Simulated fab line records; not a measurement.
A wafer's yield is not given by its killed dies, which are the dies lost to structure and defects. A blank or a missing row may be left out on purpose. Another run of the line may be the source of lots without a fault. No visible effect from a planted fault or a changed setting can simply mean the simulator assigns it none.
What tool caused it? / flow sky130 / 6 lots, 17 wafers sampled, at 2 steps of a route of 708

## WHAT THE GAUGES SHOWED, per wafer
SKY_METAL5_RS_MEAS_05: measures by four-point-probe.
lot=L185; measured=day 44 00:28; on=film-metro-03; METAL5_ALCU_RS (ohm/sq)=0.02678 0.02692 0.0268
lot=L189; measured=day 44 14:14; on=film-metro-02; METAL5_ALCU_RS (ohm/sq)=0.02703 0.02687 0.02692
lot=L192; measured=day 45 16:05; on=film-metro-04; METAL5_ALCU_RS (ohm/sq)=0.02752 0.02751
lot=L195; measured=day 45 22:56; on=film-metro-03; METAL5_ALCU_RS (ohm/sq)=0.02719 0.0272 0.02723
lot=L199; measured=day 47 06:17; on=film-metro-03; METAL5_ALCU_RS (ohm/sq)=0.02723 0.02717 0.0273
lot=L206; measured=day 48 18:52; on=film-metro-03; METAL5_ALCU_RS (ohm/sq)=0.0268 0.02692 0.02703

## EACH LOT AND THE TOOL THAT RAN IT (in order: tool; ch and the chambers of the sampled wafers; start)
lot=L185; SKY_METAL1_SPUTTER_03=pvd-sputter-02, day 33 00:08
lot=L189; SKY_METAL1_SPUTTER_03=pvd-sputter-04, day 33 15:25
lot=L192; SKY_METAL1_SPUTTER_03=pvd-sputter-04, day 34 21:55
lot=L195; SKY_METAL1_SPUTTER_03=pvd-sputter-04, day 35 07:50
lot=L199; SKY_METAL1_SPUTTER_03=pvd-sputter-02, day 36 23:05
lot=L206; SKY_METAL1_SPUTTER_03=pvd-sputter-04, day 38 21:08
- SKY_METAL1_SPUTTER_03: material Ti, target thk 5 nm, time 3.3 s.

## THE ANSWER, worked out from the rows above alone
Rule: the usual values come from the lots themselves. Put in order of their means at a reading, lots are off if they are a third of the lots or fewer, leave a main group of 4 or more, and stand apart from it by a gap of 3 or more times the standard deviation of the main group's means; of several such gaps the widest counts. A main group is skipped when, at the precision printed for the reading in the tables above, its means are all equal. A lot without any number at a reading at which 4 lots or more have one is off too. All remaining lots with rows at the step are treated as sound.
No lot is off on any of the readings shown, so nothing can be concluded from this.

## WHAT THE SIMULATOR HAD INSERTED
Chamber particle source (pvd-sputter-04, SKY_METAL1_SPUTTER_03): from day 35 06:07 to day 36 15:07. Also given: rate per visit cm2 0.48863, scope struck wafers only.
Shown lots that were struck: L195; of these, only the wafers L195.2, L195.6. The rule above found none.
